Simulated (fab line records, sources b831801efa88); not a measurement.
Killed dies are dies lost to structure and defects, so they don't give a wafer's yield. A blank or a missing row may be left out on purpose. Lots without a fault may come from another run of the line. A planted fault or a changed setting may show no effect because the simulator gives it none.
fab line records | flow gf180mcu
record lots=13 wafers=39 last_day=34
route steps=602 shown V3@431 M4@456 V4@476
lots that met no fault: from a run of the same line without faults
start_h: hours from the record's first day to the start of the lot's first wafer shown | wait_h: hours since the lot's step before | " the same as in the row above | L1.1+2: a row that stands for several wafers | - no value, or no start given | * or withheld: withheld | < > ~ a bound
route shown NAME@n: a module of which the file shows steps, and the number in the route of the first | usual: mean/standard deviation of fault-free wafers | same: alike in all rows | chamber/n: place in a boat | sites: the reading at each site | _std_site: their standard deviation | _edge_site: outer sites' mean less inner sites' | radius_mm: how far each site lies from the wafer's centre | mask NAME#n: copy n | behind: the tool/chamber that last shaped the wafer | hold: why the lot was held/for how many hours/how that ended | device: the transistor (n, p or np) that didn't switch | end of line: the same wafers' tests at the end of the route | a step without rows: its recipe alone | killed: dies lost to structure and defects at the first sort, not the wafer's yield | map: a wafer's dies, x killed, . not, _ none there
set.NAME: the setting as run; set.NAME@STEP: as run at that earlier step | model.NAME: the simulator's own value behind a step, which no gauge read
steps of the route over a sample of lots; a table a step, a row a wafer
services: from which hour (start_h, from the record's first day; less than 0 if before it) a tool's chamber was out of use, for how many hours, and why
## steps
# step GF_V3_CVD_02
# recipe material=SiO2 target_thk_nm=850 precursor=TEOS temp_c=400 time_s=94.851 rf_w=600
# usual heater_power_w=639/110
# columns lot.wafer tool chamber start_h wait_h heater_power_w
L129.1 pecvd-04 1 499.19 0.1 498
L129.5 " 0 " " 797
L129.6 " 1 " " 515
L130.1 pecvd-02 0 506.24 0.1 547
L130.2 " 1 " " 792
L130.6 " 1 " " 694
L131.1 pecvd-02 1 516.55 0.1 798
L131.2 " 2 " " 621
L131.3 " 0 " " 598
L132.1 pecvd-04 2 523.60 0.1 854
L132.2 " 0 " " 797
L132.3 " 1 " " 485
L133.2 pecvd-02 1 534.46 0.0 766
L133.3 " 2 " " 575
L133.5 " 1 " " 789
L134.1 pecvd-04 2 544.63 0.1 851
L134.5 " 0 " " 810
L134.6 " 1 " " 476
L137.1 pecvd-02 1 568.19 0.1 793
L137.5 " 0 " " 618
L137.6 " 2 " " 574
L138.1 pecvd-02 0 576.65 0.1 547
L138.3 " 1 " " 670
L138.6 " 1 " " 734
L139.1 pecvd-02 1 585.94 0.1 767
L139.4 " 2 " " 632
L139.6 " 0 " " 512
L141.4 pecvd-01 2 603.84 0.1 504
L141.5 " 1 " " 564
L141.6 " 0 " " 719
L142.2 pecvd-01 1 606.05 0.0 594
L142.5 " 0 " " 665
L142.6 " 2 " " 630
L147.1 pecvd-04 1 645.89 0.1 487
L147.2 " 2 " " 697
L147.6 " 2 " " 764
L151.1 pecvd-01 2 671.18 0.1 487
L151.3 " 0 " " 636
L151.5 " 0 " " 688
# step GF_V3_RS_MEAS_24
# recipe thk_meas_gauge=four-point-probe reads=W_of_V3_CVD_23+TiN_of_V3_SPUTTER_22+Ti_of_V3_SPUTTER_21
# usual V3_W_RS=0.326/0.0046
# columns lot.wafer tool chamber start_h wait_h V3_W_RS[ohm/sq]
L129.1 film_metro-02 - 524.34 0.1 0.332
L129.5 " - " " 0.328
L129.6 " - " " 0.333
L130.1 film_metro-04 - 530.85 0.1 0.336
L130.2 " - " " 0.325
L130.6 " - " " 0.325
L131.1 film_metro-03 - 540.63 0.1 0.327
L131.2 " - " " 0.325
L131.3 " - " " 0.327
L132.1 film_metro-02 - 547.07 0.1 0.326
L132.2 " - " " 0.326
L132.3 " - " " 0.326
L133.2 film_metro-04 - 558.52 0.1 0.329
L133.3 " - " " 0.325
L133.5 " - " " 0.321
L134.1 film_metro-02 - 568.28 0.1 0.332
L134.5 " - " " 0.332
L134.6 " - " " 0.329
L137.1 film_metro-02 - 590.81 0.1 0.328
L137.5 " - " " 0.324
L137.6 " - " " 0.330
L138.1 film_metro-03 - 599.53 0.1 0.329
L138.3 " - " " 0.317
L138.6 " - " " 0.321
L139.1 film_metro-02 - 609.18 0.1 0.324
L139.4 " - " " 0.321
L139.6 " - " " 0.319
L141.4 film_metro-03 - 626.25 0.1 0.321
L141.5 " - " " 0.327
L141.6 " - " " 0.318
L142.2 film_metro-02 - 627.43 0.1 0.329
L142.5 " - " " 0.332
L142.6 " - " " 0.327
L147.1 film_metro-04 - 666.80 0.1 0.321
L147.2 " - " " 0.326
L147.6 " - " " 0.331
L151.1 film_metro-03 - 691.74 0.1 0.330
L151.3 " - " " 0.329
L151.5 " - " " 0.328
# step GF_M4_SPUTTER_00
# recipe material=Ti target_thk_nm=37.5 arriving_ion_energy_ev=80 substrate_temp_c=200 chamber_pressure_pa=2 power_w=4000 time_s=150
# usual substrate_temp_c=199.98/0.15 throttle_valve_pct=30.3/0.76
# columns lot.wafer tool chamber start_h wait_h substrate_temp_c throttle_valve_pct
L129.1 pvd_sputter-01 - 524.82 0.2 199.87 28.6
L129.5 " - " " 199.76 30.7
L129.6 " - " " 199.86 28.8
L130.1 pvd_sputter-01 - 531.33 0.2 199.97 28.8
L130.2 " - " " 199.83 29.5
L130.6 " - " " 200.04 28.7
L131.1 pvd_sputter-01 - 541.11 0.2 199.99 29.6
L131.2 " - " " 199.69 28.8
L131.3 " - " " 199.75 30.7
L132.1 pvd_sputter-04 - 547.55 0.1 199.93 30.9
L132.2 " - " " 200.23 30.7
L132.3 " - " " 200.05 31.0
L133.2 pvd_sputter-01 - 558.98 0.2 200.04 29.7
L133.3 " - " " 199.68 30.8
L133.5 " - " " 200.16 28.8
L134.1 pvd_sputter-01 - 568.76 0.1 200.23 28.7
L134.5 " - " " 200.26 30.7
L134.6 " - " " 199.93 30.4
L137.1 pvd_sputter-02 - 591.29 0.1 200.07 31.2
L137.5 " - " " 199.96 31.1
L137.6 " - " " 200.01 31.2
L138.1 pvd_sputter-04 - 600.01 0.1 199.85 30.9
L138.3 " - " " 200.06 30.9
L138.6 " - " " 199.60 31.0
L139.1 pvd_sputter-01 - 609.66 0.2 199.76 29.5
L139.4 " - " " 200.30 28.7
L139.6 " - " " 199.86 28.9
L141.4 pvd_sputter-04 - 626.67 0.1 200.03 31.0
L141.5 " - " " 199.91 29.7
L141.6 " - " " 200.12 30.8
L142.2 pvd_sputter-01 - 627.89 0.2 200.20 28.8
L142.5 " - " " 199.93 30.3
L142.6 " - " " 200.25 29.3
L147.1 pvd_sputter-01 - 667.28 0.1 199.94 30.5
L147.2 " - " " 200.06 28.8
L147.6 " - " " 199.95 28.7
L151.1 pvd_sputter-02 - 692.22 0.2 199.95 31.0
L151.3 " - " " 200.21 29.9
L151.5 " - " " 200.14 31.2
# step GF_V4_CVD_00
# recipe material=SiO2 target_thk_nm=600 sigma_open_frac=0.3 temp_c=400 time_s=100 sih4_flow_sccm=60 pressure_mtorr=6
# usual sih4_flow_sccm=60.00/0.16
# columns lot.wafer tool chamber start_h wait_h sih4_flow_sccm
L129.1 hdpcvd-02 1 548.87 0.0 60.02
L129.5 " 0 " " 60.05
L129.6 " 1 " " 60.08
L130.1 hdpcvd-01 0 555.02 0.0 60.13
L130.2 " 1 " " 60.04
L130.6 " 0 " " 60.00
L131.1 hdpcvd-02 0 564.97 0.0 59.76
L131.2 " 1 " " 59.89
L131.3 " 2 " " 59.83
L132.1 hdpcvd-01 0 570.80 0.0 59.91
L132.2 " 2 " " 59.83
L132.3 " 1 " " 60.12
L133.2 hdpcvd-01 0 582.10 0.0 60.11
L133.3 " 1 " " 60.21
L133.5 " 2 " " 59.99
L134.1 hdpcvd-01 2 591.40 0.0 60.03
L134.5 " 1 " " 60.40
L134.6 " 0 " " 59.89
L137.1 hdpcvd-02 0 612.63 0.0 60.47
L137.5 " 1 " " 59.86
L137.6 " 0 " " 59.96
L138.1 hdpcvd-01 0 622.12 0.0 59.99
L138.3 " 1 " " 59.95
L138.6 " 2 " " 60.29
L139.1 hdpcvd-01 2 631.10 0.0 59.95
L139.4 " 2 " " 60.02
L139.6 " 0 " " 60.11
L141.4 hdpcvd-01 0 648.17 0.0 59.93
L141.5 " 1 " " 50.88
L141.6 " 2 " " 60.04
L142.2 hdpcvd-01 2 649.27 0.0 60.20
L142.5 " 2 " " 60.09
L142.6 " 1 " " 50.94
L147.1 hdpcvd-02 1 687.26 0.0 59.86
L147.2 " 2 " " 59.81
L147.6 " 0 " " 60.19
L151.1 hdpcvd-02 0 711.97 0.0 59.66
L151.3 " 2 " " 59.92
L151.5 " 1 " " 60.07
# step GF_V4_THK_MEAS_01
# recipe reads=SiO2_of_V4_CVD_00
# usual V4_CVD_00_THK=600/8.2
# columns lot.wafer tool chamber start_h wait_h V4_CVD_00_THK[nm]
L129.1 film_metro-02 - 548.95 0.0 622
L129.5 " - " " 604
L129.6 " - " " 610
L130.1 film_metro-01 - 555.13 0.1 603
L130.2 " - " " 601
L130.6 " - " " 601
L131.1 film_metro-01 - 565.05 0.0 595
L131.2 " - " " 613
L131.3 " - " " 599
L132.1 film_metro-01 - 570.88 0.0 599
L132.2 " - " " 594
L132.3 " - " " 599
L133.2 film_metro-02 - 582.19 0.0 587
L133.3 " - " " 596
L133.5 " - " " 597
L134.1 film_metro-02 - 591.48 0.0 594
L134.5 " - " " 598
L134.6 " - " " 590
L137.1 film_metro-04 - 612.71 0.0 592
L137.5 " - " " 612
L137.6 " - " " 601
L138.1 film_metro-01 - 622.19 0.0 581
L138.3 " - " " 596
L138.6 " - " " 585
L139.1 film_metro-01 - 631.18 0.0 587
L139.4 " - " " 594
L139.6 " - " " 591
L141.4 film_metro-02 - 648.23 0.0 588
L141.5 " - " " 506
L141.6 " - " " 594
L142.2 film_metro-02 - 649.35 0.0 593
L142.5 " - " " 604
L142.6 " - " " 513
L147.1 film_metro-02 - 687.33 0.0 604
L147.2 " - " " 606
L147.6 " - " " 592
L151.1 film_metro-04 - 712.05 0.0 598
L151.3 " - " " 606
L151.5 " - " " 602
## services
# columns tool chamber start_h hours kind
hdpcvd-02 - 479.68 0.7 repair
pecvd-02 0 484.15 3.8 repair
hdpcvd-01 - 484.84 2.8 pm
pecvd-01 - 496.00 61.2 repair
pvd_sputter-01 0 506.68 - consumable_replace:kit
pvd_sputter-01 0 506.68 18.0 scheduled_down
pvd_sputter-01 0 506.68 18.0 vent_cycle
hdpcvd-02 2 531.64 3.3 repair
pecvd-02 - 535.90 5.5 pm
hdpcvd-02 - 538.67 0.3 repair
hdpcvd-01 - 539.25 15.0 pm
pecvd-04 1 545.63 8.1 repair
hdpcvd-01 2 552.49 4.6 repair
pecvd-01 - 557.20 6.0 pm
pecvd-02 1 579.26 4.4 repair
pvd_sputter-01 - 579.50 1.1 repair
pecvd-02 - 591.12 14.0 pm
pecvd-02 - 643.90 6.0 pm
pvd_sputter-02 - 675.91 10.1 repair
hdpcvd-02 - 682.26 1.4 repair
pecvd-02 - 691.57 2.8 pm
pecvd-04 - 698.71 1.6 repair
pvd_sputter-04 - 700.49 1.2 repair
pecvd-04 - 708.27 0.4 repair
## key
first_sign step=GF_V4_CVD_00 reading=sih4_flow_sccm direction=down sigmas=56 usual=60.00 struck=50.91
effect step=GF_V4_THK_MEAS_01 reading=V4_CVD_00_THK direction=down sigmas=11 usual=600 struck=510
met_at GF_V4_CVD_00
struck_lots L141,L142
struck_wafers L141.5,L142.6
not_acting_at GF_V3_CVD_02,GF_V3_RS_MEAS_24,GF_M4_SPUTTER_00
onset_between 622.12 648.17
fault kind=process_parameter_drift tool=hdpcvd-01 chamber=1 onset_h=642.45 steps=GF_V4_CVD_00 channel=sih4_flow_sccm offset=-9 shape=step end_h=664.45 acts_in=these_recipes_only stated=60
